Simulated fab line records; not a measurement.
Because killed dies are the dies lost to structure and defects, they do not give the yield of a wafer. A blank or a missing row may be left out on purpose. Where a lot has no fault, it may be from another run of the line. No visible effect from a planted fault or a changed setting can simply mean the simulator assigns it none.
Chamber matching | flow sfq line | rie diel-04 running SFQ_TRILAYER_I7_VIA_ETCH_VIA_ETCH_190: 4 sister chambers
The step etches SiO2 in CHF3, stops on Nb, target depth 260 nm. 15 wafers are shown with their chamber, then 7 later ones without.

== WAFERS, EACH WITH ITS CHAMBER ==
wafer  | chamber | drypump motor current A (A) | rf fwd power W (W) | oes product au (a.u.)
L842.1 | 3       | 6.3                         | 499.0              | 0.860
L842.3 | 1       | 5.7                         | 497.0              | 0.851
L842.4 | 0       | 6.6                         | 498.4              | 0.858
L845.3 | 2       | 6.2                         | 498.8              | 0.857
L845.4 | 0       | 6.5                         | 499.5              | 0.864
L845.6 | 1       | 5.7                         | 499.1              | 0.848
L846.1 | 1       | 5.8                         | 499.7              | 0.851
L846.2 | 0       | 6.6                         | 495.8              | 0.853
L846.3 | 3       | 6.2                         | 496.7              | 0.854
L847.2 | 2       | 6.2                         | 499.8              | 0.853
L847.4 | 3       | 6.3                         | 498.0              | 0.857
L847.6 | 1       | 5.7                         | 497.7              | 0.860
L853.1 | 3       | 6.3                         | 496.8              | 0.859
L853.3 | 0       | 6.6                         | 495.2              | 0.853
L853.4 | 2       | 6.2                         | 499.5              | 0.855

SIGNATURES (averages over the wafers above)
reading                 | chamber 0 | chamber 1 | chamber 2 | chamber 3 | scatter within a chamber
drypump motor current A | 6.575     | 5.725     | 6.200     | 6.275     | 0.0452
rf fwd power W          | 497.225   | 498.375   | 499.367   | 497.625   | 1.4
oes product au          | 0.85700   | 0.85250   | 0.85500   | 0.85750   | 0.00418
Rule: a wafer's distance from a chamber is the root of the sum, over the readings, of the square of ((its reading less the chamber's mean) divided by the reading's scatter). The wafer belongs to the nearest chamber; if the next one is less than 2 further off, it can't be placed. The scatter is the square root of a quotient: the sum, over the shown wafers, of each reading's squared deviation from its chamber's mean, divided by wafers minus chambers.

== WAFERS WITH NO CHAMBER GIVEN ==
wafer  | drypump motor current A (A) | rf fwd power W (W) | oes product au (a.u.)
L856.3 | 6.3                         | 499.4              | 0.851
L859.3 | 6.2                         | 496.5              | 0.856
L859.4 | 6.6                         | 498.2              | 0.856
L859.6 | 6.3                         | 497.9              | 0.843
L863.1 | 5.7                         | 499.2              | 0.850
L863.2 | 6.2                         | 499.0              | 0.853
L863.3 | 6.6                         | 496.5              | 0.849

== THE CHAMBER EACH PASSED THROUGH ==
wafer  | from the rows above     | in truth
L856.3 | can't be placed: 3 or 2 | 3
L859.3 | can't be placed: 3 or 2 | 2
L859.4 | 0                       | 0
L859.6 | can't be placed: 3 or 2 | 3
L863.1 | 1                       | 1
L863.2 | can't be placed: 2 or 3 | 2
L863.3 | 0                       | 0
Correct placement for 3 of the 7. These rows do not allow placing 4 (true chamber among the candidates in 4). Placed wrongly: 0.
